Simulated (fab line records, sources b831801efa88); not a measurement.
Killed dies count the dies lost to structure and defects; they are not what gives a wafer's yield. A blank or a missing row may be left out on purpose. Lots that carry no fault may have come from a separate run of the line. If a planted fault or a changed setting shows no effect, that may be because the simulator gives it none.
A lot that was struck, set against a sound lot	flow sky130	43 out of 708 route steps
Sound: the wafers L641.4, L641.5, L641.6. Struck: wafer L653.6 (L653.2, L653.4, from the same lot, were not struck and are left out); the cause is given at the end.
Per side, at each step with rows, come the tool, then ch with its chambers, and then its first start. Under that, the readings that differ: sound wafers	struck wafers	difference of the means	sigmas: that difference in standard deviations of wafers without a fault.
alike: readings whose means differ by less than 2 such deviations, and words and numbers that are the same on both sides. not compared: withheld readings, readings that some wafer has no value for, bounds like >300 that may hide the same value, and numbers for which the record gives no deviation and whose values overlap.
Wherever a step has rows on one side only, a row that says differs or no value, or a row with sigmas, the two part there. When numbers do not overlap yet have no deviation, they are printed without sigmas and do not part them. A reading missing from all wafers of one side parts the sides only when that side holds two or more wafers.

first, 8 steps without rows for these wafers: SKY_VIA2_DEHYDRATE_04 (time 60 s); SKY_VIA2_HMDS_05 (prime time 60 s); SKY_VIA2_COAT_06 (resist thk 60 nm); SKY_VIA2_COAT_07 (resist thk 450 nm); SKY_VIA2_SOFTBAKE_08 (time 90 s); SKY_VIA2_EXPOSE_09 (exposes mask VIM2, target cd 200 nm); SKY_VIA2_PEB_10; SKY_VIA2_DEVELOP_11 (develop time 60 s).
SKY_VIA2_CD_MEAS_12: the cd target is 200 nm.
  sound: cd sem-01 at day 36 17:02; struck: cd sem-02 at day 40 11:41
  alike: cd nm
SKY_VIA2_OVL_MEAS_13:
  sound: overlay-01 at day 36 17:07; struck: overlay-02 at day 40 11:47
  alike: VIA2_OVL
SKY_VIA2_ETCH_14: etches BARC in N2/H2, stops on SiO2, time 45.9 s, target depth 60 nm.
  sound on rie diel-01 ch 0,3, day 36 17:08; struck on rie diel-03 ch 0, day 40 11:49
reading	sound	struck	difference	sigmas
drypump motor current A (A)	5.81 5.81 5.70	5.26	-0.51	-2
  alike: n2 flow sccm, oes product au, throttle valve pct
  not compared: rf hours counter h
then, 1 step without rows for these wafers: SKY_VIA2_ETCH_15 (etches SiO2 in C4F8/O2/Ar, stops on TiN, target depth 546 nm, time 84 s).
SKY_VIA2_STRIP_16: strips in O2/N2.
  sound on plasma asher-01 ch 0,1, day 36 17:16; struck on plasma asher-01 ch 1, day 40 11:56
  alike: drypump motor current A, n2 flow sccm, o2 flow sccm, oes product au, strip time to endpoint s
  not compared: rf hours counter h
then, 3 steps without rows for these wafers: SKY_VIA2_STRIP_17 (strips in post etch residue remover, time 1200 s); SKY_VIA2_CLEAN_18 (cleans in IPA, time 180 s); SKY_VIA2_CLEAN_19 (cleans in O3/DIW).
SKY_VIA2_SPUTTER_20: material TiN, target thk 20 nm, time 80 s.
  sound: pvd sputter-03 at day 36 17:52; struck: pvd sputter-03 at day 40 12:31
  alike: chamber pressure pa, throttle valve pct
then, 1 step without rows for these wafers: SKY_VIA2_CVD_21 (deposits W, target thk 420 nm, time 126.4 s).
SKY_VIA2_RS_MEAS_22: uses a four-point probe to measure.
  sound: film metro-01 at day 36 18:05; struck: film metro-01 at day 40 12:44
  alike: VIA2_W_RS
SKY_VIA2_THK_MEAS_23: measures by xrf.
  sound: film metro-01 at day 36 18:10; struck: film metro-01 at day 40 12:50
  alike: VIA2_W_THK
then, 1 step without rows for these wafers: SKY_VIA2_CMP_24 (polishes, stops on SiO2, t overpolish 20 s, target thk 0 nm).
SKY_METAL3_SPUTTER_00: material Ti, target thk 15 nm, time 10 s.
  sound: pvd sputter-03 at day 36 18:31; struck: pvd sputter-02 at day 40 13:11
  alike: chamber pressure pa, throttle valve pct
then, 3 steps without rows for these wafers: SKY_METAL3_SPUTTER_01 (material TiN, target thk 20 nm, time 16.7 s); SKY_METAL3_SPUTTER_02 (material AlCu, target thk 735 nm, time 39.1 s); SKY_METAL3_SPUTTER_03 (material Ti, target thk 5 nm, time 3.3 s).
SKY_METAL3_SPUTTER_04: material TiN, target thk 70 nm, time 58.3 s.
  sound: pvd sputter-03 at day 36 18:38; struck: pvd sputter-02 at day 40 13:18
  alike: chamber pressure pa, throttle valve pct
SKY_CAPM_CVD_00: deposits SiO2, target thk 15.5 nm.
  sound on pecvd-03 ch 0,1,2, day 36 18:40; struck on pecvd-04 ch 0, day 40 13:20
  alike: heater power w
SKY_CAPM_THK_MEAS_01:
  sound: film metro-04 at day 36 18:43; struck: film metro-04 at day 40 13:23
reading	sound	struck	difference	sigmas
CAPM_CVD_00_THK (nm)	15.29 15.03 15.35	15.75	+0.53	+2
then, 1 step without rows for these wafers: SKY_CAPM_SPUTTER_02 (material TiN, target thk 200 nm, time 166.7 s).
SKY_CAPM_RS_MEAS_03: uses a four-point probe to measure.
  sound: film metro-01 at day 36 18:55; struck: film metro-03 at day 40 13:34
  alike: CAPM_TIN_RS
SKY_CAPM_THK_MEAS_04: measures by xrf.
  sound: film metro-01 at day 36 19:00; struck: film metro-03 at day 40 13:41
  alike: CAPM_TIN_THK
then, 7 steps without rows for these wafers: SKY_CAPM_DEHYDRATE_05 (time 60 s); SKY_CAPM_HMDS_06 (prime time 60 s); SKY_CAPM_COAT_07 (resist thk 1140 nm); SKY_CAPM_SOFTBAKE_08 (time 60 s); SKY_CAPM_EXPOSE_09 (exposes mask CAPM, target cd 1000 nm); SKY_CAPM_PEB_10; SKY_CAPM_DEVELOP_11 (develop time 60 s).
SKY_CAPM_OVL_MEAS_12:
  sound: overlay-01 at day 37 21:01; struck: overlay-02 at day 41 13:10
reading	sound	struck	difference	sigmas
CAPM_OVL (nm)	-0.7 -2.5 -2.2	2.0	+3.8	+3
then, 3 steps without rows for these wafers: SKY_CAPM_METAL_ETCH_13 (etches TiN in Cl2/BCl3, stops on SiO2, target depth 220 nm, time 62.9 s); SKY_CAPM_STRIP_14 (strips in O2/N2); SKY_CAPM_STRIP_15 (strips in post etch residue remover, time 1200 s).
-- the record jumps here: 8 days lie between the struck wafers' starts before and after (it left off in module CAPM and takes up again in module PAD_OPEN, whose first step shown is number 708 of the route) --
SKY_PAD_OPEN_PROBE_99:
  sound: prober-01 at day 46 04:41; struck: prober-02 at day 49 01:45
reading	sound	struck	difference	sigmas
defect limited yield (%)	79.7 79.1 84.1	75.6	-5.4	-3
killed_at_M0_to_M3	43 54 35	84	+40	+6
killed at contacts	35 32 20	15	-14	-3
killed dies	100 103 78	120	+26	+3
sort_bin_3_pad_short (%)	0.6 2.0 0.6	5.3	+4.2	+9
sort_bin_5_function (%)	12.4 12.4 9.6	14.6	+3.1	+2
sort n pass	392 389 414	372	-26	-3
sort yield pct (%)	79.7 79.1 84.1	75.6	-5.4	-3
model.etest.tester.sort n pass	392 389 414	372	-26	
model.etest.tester.sort yield pct (%)	79.67 79.06 84.15	75.61	-5.35	
model.etest.tester.sort_bin_3_pct (%)	0.6098 2.033 0.6098	5.285	+4.201	
model.etest.tester.sort_bin_5_pct (%)	12.4 12.4 9.553	14.63	+3.18	
  alike: killed_at_M4_up, killed at front end, killed open, killed short, sort_bin_6_memory

WHERE THEY PART
Last at SKY_PAD_OPEN_PROBE_99 as far as this record goes, first at SKY_VIA2_ETCH_14.

WHY: the cause the simulator had injected
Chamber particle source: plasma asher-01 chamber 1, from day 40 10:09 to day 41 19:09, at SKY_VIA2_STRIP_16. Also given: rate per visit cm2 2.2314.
